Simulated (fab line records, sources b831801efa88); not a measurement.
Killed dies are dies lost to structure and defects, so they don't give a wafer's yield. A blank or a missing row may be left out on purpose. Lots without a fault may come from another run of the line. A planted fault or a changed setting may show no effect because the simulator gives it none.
Problem report in the 8D (eight disciplines) form, filled by code | flow sky130 | the parts of the form that need people (team, actions taken, sign-off) are left out

1. THE PROBLEM
LI_CONTACT_W_RS at SKY_LI_CONTACT_RS_MEAS_22 reads a mean of 0.319 ohm/sq on 6 wafers of 2 lots; wafers without a fault read 0.289 ohm/sq with a standard deviation of 0.0032. That is +9.3 standard deviations from the usual mean.
The step: measures by four-point-probe.
First seen on wafer L852.1, day 30 03:29, on film_metro-03. The record holds 33 wafers of 11 lots with a number at this step. Rule for "out", or "out of limits": more than 4 standard deviations from the usual mean. The other wafers with a number count as sound.

2. WHAT IT IS AND WHAT IT IS NOT
question                    | is                           | is not
which readings at this step | LI_CONTACT_W_RS              | -
which lots                  | L852, L854                   | L851, L853, L859, L861, L862, L863, L864, L867, L871
which wafers of those lots  | all that have a number       | -
read on which gauges        | film_metro-02, film_metro-03 | film_metro-04
when                        | from day 30 03:29            | up to then (3 sound wafers); but 24 sound wafers of L853, L859, L861, L862, L863, L864, L867, L871 came after

3. SUSPECTS, AND WHAT RULES EACH OUT
Counting: a tool at a process step up to the reading stays a suspect if it ran every lot that is out and no sound lot after the first of them.
- the gauge at SKY_LI_CONTACT_RS_MEAS_22: ruled out. The wafers that are out were read on 2 gauges (film_metro-02, film_metro-03).
- cvd_w-01 at SKY_LI_CONTACT_CVD_21 (deposits W, target thk 400 nm, time 120.56 s): ruled out as a lasting fault. Sound lots L862, L863, L864, L867, L871 ran on it after its first lot that is out, L852 (day 30 03:22).
Left after counting: nothing in the record.

4. THE CAUSE (what the simulator had put in)
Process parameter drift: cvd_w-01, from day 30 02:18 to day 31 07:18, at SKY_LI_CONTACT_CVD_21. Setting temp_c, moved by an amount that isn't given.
Counting ruled it out, wrongly: the rule takes a fault to strike every lot that its tool runs from its start on, and this one did not.

5. THE CHAIN OF EFFECTS, in route order
Each row: a reading whose mean over the struck wafers that have a number lies more than 3 standard deviations from the usual. Only readings for which the record gives a usual standard deviation are gone through. hours: the time from each lot's start at the first step in this table that gives one to its start at this step, as a median over the lots. sigmas: the change in usual standard deviations.
hours | step                       | reading          | usual        | on struck wafers | change | sigmas
0     | SKY_LI_CONTACT_CVD_21      | susceptor_temp_C | 399.97 C     | 394.92           | -5.05  | -21
0     | SKY_LI_CONTACT_RS_MEAS_22  | LI_CONTACT_W_RS  | 0.289 ohm/sq | 0.319            | +0.030 | +9.3
0     | SKY_LI_CONTACT_THK_MEAS_23 | LI_CONTACT_W_THK | 399 nm       | 362              | -37    | -6.4
The process steps in it:
- SKY_LI_CONTACT_CVD_21: deposits W, target thk 400 nm, time 120.56 s.

6. WHAT WOULD HAVE CAUGHT IT SOONER
In this record the first reading out of limits at a measuring or inspecting step was taken at day 30 03:29, 1 hour after the fault began at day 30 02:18.
The tool's own readings at SKY_LI_CONTACT_CVD_21 were out on every struck wafer that the step has a row for (susceptor_temp_C): an alarm limit on them would have fired on the first of those.
